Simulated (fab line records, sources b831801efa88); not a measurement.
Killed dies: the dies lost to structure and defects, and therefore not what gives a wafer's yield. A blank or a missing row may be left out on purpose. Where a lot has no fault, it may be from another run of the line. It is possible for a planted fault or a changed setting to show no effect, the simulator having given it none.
Chamber matching | flow gf180mcu | GF_PASSIVATION_CVD_02 on pecvd-03: 3 sister chambers
The step deposits Si3N4, target thk 700 nm, time 486.18 s. 14 wafers are shown with their chamber, then 7 later ones without.

## WAFERS PAIRED WITH THEIR CHAMBERS
wafer  | chamber | heaterPowerW (W) | rfFwdPowerW (W)
L212.2 | 1       | 761              | 450.8
L212.4 | 0       | 687              | 449.6
L212.6 | 1       | 787              | 450.1
L213.2 | 2       | 726              | 448.8
L213.3 | 0       | 710              | 450.7
L213.6 | 0       | 587              | 449.8
L216.1 | 1       | 752              | 451.6
L216.2 | 2       | 768              | 448.4
L216.5 | 0       | 720              | 449.3
L224.1 | 1       | 775              | 450.4
L224.5 | 0       | 716              | 449.4
L224.6 | 2       | 703              | 448.5
L226.1 | 1       | 817              | 448.4
L226.5 | 0       | 572              | 447.9

SIGNATURES (means of the wafers above)
reading      | chamber 0 | chamber 1 | chamber 2 | scatter within a chamber
heaterPowerW | 665.33    | 778.40    | 732.33    | 50.1
rfFwdPowerW  | 449.450   | 450.260   | 448.567   | 0.945
Rule: a wafer lies at a distance from a chamber equal to the root of the sum of squares, over the readings, of (its reading less the chamber's mean, divided by the reading's scatter). The wafer belongs to the nearest chamber; if the next one is less than 2 further off, it can't be placed. The scatter is the square root of a quotient: the sum, over the shown wafers, of each reading's squared deviation from its chamber's mean, divided by wafers minus chambers.

## WAFERS WITH NO CHAMBER GIVEN
wafer  | heaterPowerW (W) | rfFwdPowerW (W)
L226.6 | 679              | 448.1
L228.4 | 755              | 446.4
L228.5 | 565              | 446.7
L228.6 | 801              | 446.8
L233.1 | 602              | 448.8
L233.2 | 712              | 448.6
L233.5 | 663              | 448.4

## WHICH CHAMBER EACH ONE RAN IN
wafer  | from the rows above          | in truth
L226.6 | can't be placed: 2 or 0 or 1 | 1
L228.4 | can't be placed: 2 or 0 or 1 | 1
L228.5 | can't be placed: 0 or 2      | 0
L228.6 | can't be placed: 2 or 1 or 0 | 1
L233.1 | can't be placed: 0 or 2      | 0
L233.2 | can't be placed: 2 or 0 or 1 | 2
L233.5 | can't be placed: 0 or 2 or 1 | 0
Correctly placed: 0 of 7. Not placeable from these rows: 7 (in 7, the candidates include the true chamber). Number placed wrongly: 0.
